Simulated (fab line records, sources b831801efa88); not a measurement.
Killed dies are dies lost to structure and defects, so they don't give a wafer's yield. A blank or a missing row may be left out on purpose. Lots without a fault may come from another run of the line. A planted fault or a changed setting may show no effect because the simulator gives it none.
Which tool did it? | flow sky130 | 14 lots, 42 wafers sampled, at 1 step of a route of 708

WHAT THE GAUGES READ, wafer by wafer
SKY_METAL2_OVL_MEAS_16.
lot  | measured     | on         | METAL2_OVL (nm)
L924 | day 35 09:12 | overlay-01 | 11 2 -1
L925 | day 35 16:42 | overlay-01 | -7 5 0
L926 | day 36 04:21 | overlay-02 | -1 2 -2
L927 | day 36 11:23 | overlay-01 | -1 -2 -3
L928 | day 37 02:27 | overlay-01 | -1 4 4
L930 | day 37 16:20 | overlay-01 | -9 -6 -6
L933 | day 38 10:27 | overlay-02 | -5 4 6
L935 | day 39 00:35 | overlay-01 | -7 -5 0
L934 | day 39 06:53 | overlay-02 | -5 -4 -4
L938 | day 40 02:56 | overlay-02 | -7 -2 -2
L940 | day 40 11:14 | overlay-01 | 1 4 0
L941 | day 40 22:31 | overlay-02 | 3 8 8
L946 | day 42 14:22 | overlay-02 | 5 -6 4
L945 | day 42 15:35 | overlay-02 | -1 -4 4

WHICH TOOL RAN EACH LOT (tool, then ch and the chambers of the sampled wafers, then the start)
The record holds no process step before these readings.

WHAT THE TOOLS THEMSELVES READ (means of the sampled wafers that have a number; where no wafer has one, the mark that the record gives instead)
The record holds no such reading with a usual standard deviation.

THE ANSWER, worked out from the rows above alone
Rule: what is usual is taken from the lots themselves. Put in order of their means at a reading, lots are off if they are a third of the lots or fewer, leave a main group of 4 or more, and stand apart from it by a gap of 3 or more times the standard deviation of the main group's means; of several such gaps the widest counts. A main group whose means are all the same, to the digits that the tables above print for the reading, isn't used. A lot without any number at a reading at which 4 lots or more have one is off too. The other lots that the step has rows for count as sound. The gauges are gone through in route order, then the tools' own readings, and for those a lot's mean is taken as printed above. The first step at which some lot is off is used, and at that step the reading that is off furthest; a lot without a number counts as furthest.
No lot is off at any reading shown: from this, nothing can be told.

WHAT THE SIMULATOR HAD PUT IN
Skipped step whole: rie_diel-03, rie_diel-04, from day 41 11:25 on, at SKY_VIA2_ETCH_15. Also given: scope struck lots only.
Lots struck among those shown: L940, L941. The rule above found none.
